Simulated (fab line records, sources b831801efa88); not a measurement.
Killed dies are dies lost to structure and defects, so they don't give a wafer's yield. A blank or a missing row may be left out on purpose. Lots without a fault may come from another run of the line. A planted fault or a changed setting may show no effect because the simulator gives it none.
Split-lot experiment | flow sfq_line | 5 lots, 23 wafers read, on a route of 325 steps

THE SPLIT
At SFQ_TRILAYER_M1_BARC_OPEN_METAL_ETCH_054 (etches BARC in O2, target depth 125 nm, time 41.7 s), the setting time_s was moved away from the recipe's 41.7 s on 7 of the 23 wafers read, by -12.4% to +12.0%. The other wafers ran this setting at the recipe's value.

The reading is taken at the split's own step.

THE READING
KrF_of_TRILAYER_M1_LITHO_COAT_039.thk_nm (the simulator's own value, which no gauge read), in nm, at SFQ_TRILAYER_M1_BARC_OPEN_METAL_ETCH_054 (etches BARC in O2, target depth 125 nm, time 41.7 s). The file gives no usual value for it. The 16 wafers here that ran the recipe average 523.0 nm, standard deviation 2.3 nm.

wafer  | tool, chamber at the split | time_s as run, s | against the recipe | KrF_of_TRILAYER_M1_LITHO_COAT_039.thk_nm, nm | against lot-mates on the recipe
L074.1 | rie_metal-02, 1            | 41.7             | recipe             | 522.3                                        | -
L074.3 | rie_metal-02, 1            | 41.7             | recipe             | 519.4                                        | -
L074.6 | rie_metal-02, 0            | 41.7             | recipe             | 521.4                                        | -
L075.2 | rie_metal-03, 0            | 36.54            | -12.4%             | 532.6                                        | +6.1
L075.3 | rie_metal-03, 1            | 36.54            | -12.4%             | 531.5                                        | +5.0
L075.4 | rie_metal-03, 0            | 41.7             | recipe             | 527.8                                        | -
L075.5 | rie_metal-03, 0            | 41.7             | recipe             | 526                                          | -
L075.6 | rie_metal-03, 1            | 41.7             | recipe             | 525.6                                        | -
L079.1 | rie_metal-01, 0            | 46.71            | +12.0%             | 516                                          | -7.0
L079.3 | rie_metal-01, 1            | 41.7             | recipe             | 524.2                                        | -
L079.4 | rie_metal-01, 0            | 41.7             | recipe             | 521.9                                        | -
L079.5 | rie_metal-01, 0            | 46.71            | +12.0%             | 517.2                                        | -5.8
L079.6 | rie_metal-01, 1            | 46.71            | +12.0%             | 516.6                                        | -6.4
L083.1 | rie_metal-02, 1            | 41.7             | recipe             | 522.5                                        | -
L083.2 | rie_metal-02, 0,1          | 41.7             | recipe             | 520.9                                        | -
L083.6 | rie_metal-02, 0,1          | 41.7             | recipe             | 520.9                                        | -
L083.3 | rie_metal-02, 1            | 41.7             | recipe             | 519.8                                        | -
L083.4 | rie_metal-02, 0            | 41.7             | recipe             | 522.9                                        | -
L084.1 | rie_metal-03, 1            | 44.47            | +6.6%              | 522                                          | -2.2
L084.2 | rie_metal-03, 1            | 41.7             | recipe             | 524.2                                        | -
L084.3 | rie_metal-03, 1            | 44.47            | +6.6%              | 520.7                                        | -3.5
L084.4 | rie_metal-03, 1            | 41.7             | recipe             | 524                                          | -
L084.5 | rie_metal-03, 1            | 41.7             | recipe             | 524.5                                        | -
Where a row lists several chambers, the file gives one row for several wafers and doesn't say which wafer went through which chamber.

THE FIT
A straight line over all 23 wafers: KrF_of_TRILAYER_M1_LITHO_COAT_039.thk_nm changes by -0.589 nm for each +1% of time_s; r = -0.86; the points scatter about the line by 2.1 nm.
The same after taking each lot's own level away (the mean of its wafers on the recipe; 23 wafers): -0.492 nm for each +1%; r = -0.95; scatter 0.98 nm.
On that fit, the largest move of time_s shifts the reading by 6.1 nm.
The lots' own levels span 521.03 to 526.47 nm, that is 2.4 times the standard deviation above.
So the lot-to-lot level changes the slope: the two fits differ.
Check: with one of the wafers moved furthest among these (-12.4%) left out of the fit, the line predicts +5.96 nm for it against its lot-mates. It came out at +6.13 nm against them.

OTHER SPLITS ON THESE WAFERS
These wafers also went through other splits before the reading. Each is held against what the fit with the lots' levels taken away leaves over:
other split on the same wafers                  | wafers away from the commonest value | r with KrF_of_TRILAYER_M1_LITHO_COAT_039.thk_nm (lot level and that fit taken away)
SFQ_TRILAYER_L0_VIA_LITHO_EXPOSE_014 dose_mj    | 7                                    | -0.20
SFQ_TRILAYER_L0_VIA_LITHO_PEB_016 peb_time_s    | 5                                    | -0.11
SFQ_TRILAYER_M0_LITHO_COAT_026 spin_rpm         | 5                                    | +0.26
SFQ_TRILAYER_M0_BARC_OPEN_METAL_ETCH_031 time_s | 11                                   | +0.09
SFQ_TRILAYER_I0_VIA_LITHO_COAT_036 spin_rpm     | 6                                    | -0.30

THE FILE'S OWN FIT
KrF_of_TRILAYER_M1_LITHO_COAT_039.thk_nm changes by -0.487 nm for each +1% of time_s, r = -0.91.
